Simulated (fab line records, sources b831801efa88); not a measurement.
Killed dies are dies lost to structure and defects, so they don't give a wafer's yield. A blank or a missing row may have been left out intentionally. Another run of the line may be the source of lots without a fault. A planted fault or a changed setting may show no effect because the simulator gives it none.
Which tool did it? | flow sfq-line | 14 lots, 42 wafers sampled, at 3 steps of a route of 325

WHAT THE GAUGES SHOWED, per wafer
SFQ_I6_OVL_MEAS_942.
lot  | measured     | on         | I6_OVL (nm)
L813 | day 76 06:55 | overlay-01 | -7 -5 -6
L815 | day 76 19:17 | overlay-02 | -3 -3 -1
L816 | day 77 00:11 | overlay-01 | -1 -1 0
L818 | day 77 11:04 | overlay-02 | 0 -1 2
L819 | day 77 14:05 | overlay-01 | -6 -10 -11
L820 | day 78 00:27 | overlay-02 | -10 -8 -7
L822 | day 78 17:29 | overlay-02 | -4 5 -3
L823 | day 78 22:13 | overlay-01 | 2 0 2
L824 | day 82 11:51 | overlay-02 | 9 4 12
L825 | day 82 13:03 | overlay-01 | -3 -2 -3
L826 | day 82 14:16 | overlay-02 | -1 7 5
L830 | day 84 02:16 | overlay-01 | -1 3 -9
L831 | day 84 08:52 | overlay-02 | 5 -4 0
L836 | day 85 07:40 | overlay-01 | 0 5 2

WHICH TOOL RAN EACH LOT (tool, then ch and the chambers of the sampled wafers, then the start)
lot  | SFQ_TRILAYER_I3_VIA_STRIP_STRIP_089 | SFQ_TRILAYER_C5_BARC_OPEN_VIA_ETCH_210
L813 | rie-metal-04 ch 0,1, day 43 10:09   | rie-diel-01 ch 1,2,3, day 71 17:44
L815 | rie-metal-03 ch 0,1, day 44 04:24   | rie-diel-04 ch 1,2,3, day 72 06:56
L816 | rie-metal-03 ch 0,1, day 44 08:00   | rie-diel-01 ch 1,2,3, day 72 08:08
L818 | rie-metal-03 ch 0,1, day 45 02:00   | rie-diel-01 ch 1,2,3, day 72 20:08
L819 | rie-metal-04 ch 0,1, day 45 04:24   | rie-diel-02 ch 1,3, day 72 22:25
L820 | rie-metal-03 ch 0,1, day 45 10:24   | rie-diel-01 ch 1,3, day 73 09:13
L822 | rie-metal-03 ch 0,1, day 46 16:24   | rie-diel-02 ch 1,2,3, day 74 02:01
L823 | rie-metal-01 ch 0,1, day 47 23:36   | rie-diel-01 ch 1,2, day 74 05:37
L824 | rie-metal-04 ch 0,1, day 48 00:48   | rie-diel-04 ch 1,2,3, day 74 06:49
L825 | rie-metal-04 ch 0,1, day 48 15:11   | rie-diel-02 ch 0,3, day 74 09:20
L826 | rie-metal-03 ch 0,1, day 48 20:11   | rie-diel-01 ch 1,3, day 74 12:56
L830 | rie-metal-03 ch 0,1, day 49 11:31   | rie-diel-01 ch 0,1,2, day 79 14:26
L831 | rie-metal-01 ch 0, day 49 13:55     | rie-diel-04 ch 0,1, day 80 01:40
L836 | rie-metal-04 ch 0,1, day 51 21:58   | rie-diel-02 ch 0,3, day 81 04:21
- SFQ_TRILAYER_I3_VIA_STRIP_STRIP_089: strips in O2.
- SFQ_TRILAYER_C5_BARC_OPEN_VIA_ETCH_210: etches BARC in O2, target depth 125 nm, time 41.7 s.

AS READ BY THE TOOLS THEMSELVES (means over the sampled wafers that have a number; for cases with no such wafer, the mark the record gives instead)
SFQ_TRILAYER_I3_VIA_STRIP_STRIP_089.
lot  | tool         | drypump-motor-current-A (A) | oes-product-au (a.u.)
L813 | rie-metal-04 | 5.2                         | 0.999
L815 | rie-metal-03 | 5.8                         | 0.998
L816 | rie-metal-03 | 5.4                         | 0.986
L818 | rie-metal-03 | 5.4                         | 0.995
L819 | rie-metal-04 | 5.3                         | 0.999
L820 | rie-metal-03 | 5.8                         | 1.007
L822 | rie-metal-03 | 5.3                         | 0.995
L823 | rie-metal-01 | 5.9                         | 0.984
L824 | rie-metal-04 | 5.1                         | 1.002
L825 | rie-metal-04 | 5.1                         | 0.996
L826 | rie-metal-03 | 5.8                         | 1.002
L830 | rie-metal-03 | 5.8                         | 0.999
L831 | rie-metal-01 | 6.0                         | 1.001
L836 | rie-metal-04 | 5.2                         | 0.996

SFQ_TRILAYER_C5_BARC_OPEN_VIA_ETCH_210.
lot  | tool        | drypump-motor-current-A (A) | oes-product-au (a.u.)
L813 | rie-diel-01 | 6.0                         | 0.689
L815 | rie-diel-04 | 5.8                         | 0.693
L816 | rie-diel-01 | 6.0                         | 0.687
L818 | rie-diel-01 | 6.0                         | 0.688
L819 | rie-diel-02 | 5.9                         | 0.682
L820 | rie-diel-01 | 6.1                         | 0.686
L822 | rie-diel-02 | 6.1                         | 0.688
L823 | rie-diel-01 | 6.0                         | 0.685
L824 | rie-diel-04 | 5.7                         | 0.687
L825 | rie-diel-02 | 5.3                         | 0.682
L826 | rie-diel-01 | 6.1                         | 0.690
L830 | rie-diel-01 | 6.1                         | 0.682
L831 | rie-diel-04 | 6.0                         | 0.684
L836 | rie-diel-02 | 5.7                         | 0.681

THE ANSWER, worked out from the rows above alone
Rule: the usual values come from the lots themselves. The widest of any qualifying gaps counts: lots, ordered by their means at a reading, are off when they make up no more than a third of the lots, leave a main group of 4 or more, and stand apart from it by 3 or more times the standard deviation of that group's means. A main group whose means are all the same, to the digits that the tables above print for the reading, isn't used. Also off: a lot with no number at a reading for which 4 or more lots have one. All remaining lots with rows at the step are treated as sound. The gauges are gone through in route order, then the tools' own readings, and for those a lot's mean is taken as printed above. At the first step where some lot is off, the reading lying furthest off is the one used; lots without a number count as furthest.
No lot is off at any reading shown: from this, nothing can be told.

WHAT THE SIMULATOR HAD PUT IN
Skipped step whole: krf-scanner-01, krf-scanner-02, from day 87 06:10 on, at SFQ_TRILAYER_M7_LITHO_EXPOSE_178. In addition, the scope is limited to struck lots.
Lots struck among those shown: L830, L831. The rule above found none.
